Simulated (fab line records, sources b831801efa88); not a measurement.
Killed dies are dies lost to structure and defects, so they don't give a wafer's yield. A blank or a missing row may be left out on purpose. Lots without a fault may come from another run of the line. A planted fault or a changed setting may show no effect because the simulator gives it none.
Which tool did it? | flow sky130 | 12 lots, 36 wafers sampled, at 2 steps of a route of 708

WHAT THE GAUGES READ, wafer by wafer
SKY_VT_ADJUST_NCORE_OVL_MEAS_08.
lot  | measured     | on         | VT_ADJUST_NCORE_OVL (nm)
L075 | day 8 23:07  | overlay-02 | 3.7 1.1 -0.7
L077 | day 9 08:39  | overlay-02 | -2.0 -0.9 -2.8
L079 | day 10 01:07 | overlay-02 | 1.4 -0.3 -0.9
L081 | day 10 10:51 | overlay-02 | 0.1 0.4 1.6
L083 | day 11 01:15 | overlay-02 | 0.3 -1.4 0.0
L085 | day 11 15:07 | overlay-02 | 1.4 1.0 3.9
L087 | day 12 04:21 | overlay-02 | 0.3 -0.1 0.9
L089 | day 12 19:33 | overlay-02 | -0.8 0.3 0.0
L091 | day 13 19:28 | overlay-01 | -0.5 0.2 1.1
L093 | day 14 14:01 | overlay-02 | 0.1 -0.2 0.3
L095 | day 14 19:43 | overlay-02 | -2.0 -1.9 -1.6
L097 | day 15 13:46 | overlay-01 | 1.0 0.7 1.8

WHICH TOOL RAN EACH LOT (tool, then ch and the chambers of the sampled wafers, then the start)
lot  | SKY_FIELD_ISO_STRIP_16
L075 | plasma_asher-01 ch 0,1, day 2 10:07
L077 | plasma_asher-03 ch 0,1, day 2 20:27
L079 | plasma_asher-04 ch 0,1, day 3 08:43
L081 | plasma_asher-03 ch 0,1, day 3 17:11
L083 | plasma_asher-01 ch 0,1, day 4 03:10
L085 | plasma_asher-04 ch 0,1, day 4 14:29
L087 | plasma_asher-01 ch 0,1, day 5 01:20
L089 | plasma_asher-04 ch 0,1, day 5 12:09
L091 | plasma_asher-03 ch 0,1, day 5 22:13
L093 | plasma_asher-01 ch 0,1, day 6 08:04
L095 | plasma_asher-04 ch 0,1, day 6 17:29
L097 | plasma_asher-04 ch 0,1, day 7 07:00
- SKY_FIELD_ISO_STRIP_16: strips in O2/N2.

THE ANSWER, worked out from the rows above alone
Rule: what is usual is taken from the lots themselves. Put in order of their means at a reading, lots are off if they are a third of the lots or fewer, leave a main group of 4 or more, and stand apart from it by a gap of 3 or more times the standard deviation of the main group's means; of several such gaps the widest counts. A main group whose means are all the same, to the digits that the tables above print for the reading, isn't used. A lot without any number at a reading at which 4 lots or more have one is off too. The other lots that the step has rows for count as sound.
No lot is off at any reading shown: from this, nothing can be told.

WHAT THE SIMULATOR HAD PUT IN
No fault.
